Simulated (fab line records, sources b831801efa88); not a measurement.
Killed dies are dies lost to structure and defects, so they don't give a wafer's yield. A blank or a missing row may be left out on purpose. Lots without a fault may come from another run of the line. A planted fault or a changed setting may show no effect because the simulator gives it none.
Problem report in the 8D (eight disciplines) form, filled by code | flow sky130 | the parts of the form that need people (team, actions taken, sign-off) are left out

1. THE PROBLEM
VT_ADJUST_NCORE_TW at SKY_VT_ADJUST_NCORE_TW_MEAS_11 reads a mean of 30.2 on 3 wafers of 1 lot; wafers without a fault read 219.2 with a standard deviation of 1.9. That is -99 or more standard deviations from the usual mean.
First seen on wafer L333.1, day 10 21:19, on film_metro-03. The record holds 39 wafers of 13 lots with a number at this step. Rule for "out", or "out of limits": more than 4 standard deviations from the usual mean. The other wafers with a number count as sound.

2. WHAT IT IS AND WHAT IT IS NOT
question                    | is                     | is not
which readings at this step | VT_ADJUST_NCORE_TW     | -
which lots                  | L333                   | L325, L326, L329, L336, L338, L339, L341, L343, L344, L346, L347, L348
which wafers of those lots  | all that have a number | -
read on which gauges        | film_metro-03          | film_metro-01
when                        | from day 10 21:19      | up to then (9 sound wafers); but 27 sound wafers of L336, L338, L339, L341, L343, L344, L346, L347, L348 came after

3. SUSPECTS, AND WHAT RULES EACH OUT
Counting: a tool at a process step up to the reading stays a suspect if it ran every lot that is out and no sound lot after the first of them.
- the gauge at SKY_VT_ADJUST_NCORE_TW_MEAS_11: ruled out. All the wafers that are out were read on film_metro-03, but those of them that SKY_VT_ADJUST_LVTN_STRIP_20 has rows for are out there too, on other tools.
- plasma_asher-03 at SKY_VT_ADJUST_LVTN_STRIP_20 (strips in O2/N2): ruled out as a lasting fault. Sound lots L344, L346, L347 ran on it after its first lot that is out, L333 (day 9 22:45).
- plasma_asher-02 at SKY_VT_ADJUST_NCORE_STRIP_10 (strips in O2/N2): ruled out as a lasting fault. Sound lots L347 ran on it after its first lot that is out, L333 (day 10 21:13).
Left after counting: nothing in the record.

4. THE CAUSE (what the simulator had put in)
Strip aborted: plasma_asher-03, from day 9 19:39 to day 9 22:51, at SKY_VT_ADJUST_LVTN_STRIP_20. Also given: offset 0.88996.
Counting ruled it out, wrongly: the rule takes a fault to strike every lot that its tool runs from its start on, and this one did not.

5. THE CHAIN OF EFFECTS, in route order
Each row: a reading whose mean over the struck wafers that have a number lies more than 3 standard deviations from the usual. Only readings for which the record gives a usual standard deviation are gone through. hours: the time from each lot's start at the first step in this table that gives one to its start at this step, as a median over the lots. sigmas: the change in usual standard deviations.
hours | step                           | reading                  | usual      | on struck wafers | change | sigmas
0     | SKY_VT_ADJUST_LVTN_STRIP_20    | oes_product_au           | 0.716 a.u. | 0.911            | +0.195 | +41
22    | SKY_VT_ADJUST_NCORE_STRIP_10   | strip_time_to_endpoint_s | 13.95 s    | 25.36            | +11.41 | +99 or more
23    | SKY_VT_ADJUST_NCORE_TW_MEAS_11 | VT_ADJUST_NCORE_TW       | 219.2      | 30.2             | -189.0 | -99 or more
The process steps in it:
- SKY_VT_ADJUST_LVTN_STRIP_20: strips in O2/N2.
- SKY_VT_ADJUST_NCORE_STRIP_10: strips in O2/N2.
Readings that are blank on the struck wafers while sound wafers have them: strip_time_to_endpoint_s at SKY_VT_ADJUST_LVTN_STRIP_20.
Later measuring or inspecting steps at which every struck wafer that the step has a row for has a number for every such reading, and none has moved that far: SKY_SD_N_RS_MEAS_18.

6. WHAT WOULD HAVE CAUGHT IT SOONER
In this record the first reading out of limits at a measuring or inspecting step was taken at day 10 21:19, 26 hours after the fault began at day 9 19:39.
The tool's own readings at SKY_VT_ADJUST_LVTN_STRIP_20 were out on every struck wafer that the step has a row for (oes_product_au): an alarm limit on them would have fired on the first of those.
